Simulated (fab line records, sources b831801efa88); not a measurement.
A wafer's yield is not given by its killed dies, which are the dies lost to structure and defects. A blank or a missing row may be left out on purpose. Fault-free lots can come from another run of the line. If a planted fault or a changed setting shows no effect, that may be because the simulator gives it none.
Struck lot and sound lot, side by side / flow sky130 / 15 out of 708 route steps
Sound: the wafers L324.2, L324.4, L324.6. The struck wafers were L337.1, L337.2, L337.5. At the end, the cause is stated.
Order at every step that has rows: each side's tool, ch and its chambers, its first start. Under that, the readings that differ: sound wafers / struck wafers / difference of the means / sigmas: that difference in standard deviations of wafers without a fault.
alike: readings whose means differ by less than 2 such deviations, and words and numbers that are the same on both sides. not compared: withheld readings, readings that some wafer has no value for, bounds like >300 that may hide the same value, and numbers for which the record gives no deviation and whose values overlap.
A row with sigmas, a row that says differs or no value, or rows on one side alone: a step with any of these is where the two part. When numbers do not overlap yet have no deviation, they are printed without sigmas and do not part them. Lack of a reading on every wafer of one side parts them only where that side has two or more wafers.

first, 2 steps without rows for these wafers: SKY_LDD_HVP_PEB_05; SKY_LDD_HVP_DEVELOP_06 (develop time 60 s).
SKY_LDD_HVP_OVL_MEAS_07:
  struck on overlay-01, day 26 04:55; sound on overlay-02, day 20 22:14
  alike: LDD_HVP_OVL
next, for these wafers, 1 step has no rows: SKY_LDD_HVP_IMPLANT_08.
SKY_LDD_HVP_STRIP_09: strips in O2/N2.
  sound on plasma_asher-01 ch 0, day 20 22:25; struck on plasma_asher-03 ch 0,1, day 26 05:05
  alike: drypump_motor_current_A, oes_product_au, strip_time_to_endpoint_s
  not compared: rf_hours_counter_h
SKY_LDD_HVP_TW_MEAS_10:
  struck on film_metro-04, day 26 05:11; sound on film_metro-02, day 20 22:31
  alike: LDD_HVP_TW
then, 6 steps without rows for these wafers: SKY_LDD_LDN_DEHYDRATE_00 (time 60 s); SKY_LDD_LDN_HMDS_01 (prime time 60 s); SKY_LDD_LDN_COAT_02 (resist thk 1140 nm); SKY_LDD_LDN_SOFTBAKE_03 (time 60 s); SKY_LDD_LDN_EXPOSE_04 (exposes mask LDNTM, target cd 700 nm); SKY_LDD_LDN_PEB_05.
SKY_LDD_LDN_DEVELOP_06: develop time 60 s.
  sound on litho_track-01 ch 0, day 22 04:44; struck on litho_track-03 ch 0, day 27 10:22
reading=developer_temp_C (C); sound=22.95 23.00 22.95; struck=22.04 21.97 22.14; difference=-0.92; sigmas=-8
SKY_LDD_LDN_OVL_MEAS_07:
  struck on overlay-01, day 27 10:31; sound on overlay-01, day 22 04:52
  alike: LDD_LDN_OVL
next, for these wafers, 1 step has no rows: SKY_PAD_OPEN_PROBE_99.

WHERE THEY PART
Within this record, at SKY_LDD_LDN_DEVELOP_06 only. Later steps at which nothing parts them and some readings are alike: SKY_LDD_LDN_OVL_MEAS_07.

WHY: what the simulator had put in
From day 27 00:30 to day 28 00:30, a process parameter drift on litho_track-03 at SKY_LDD_LDN_DEVELOP_06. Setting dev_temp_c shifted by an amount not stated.
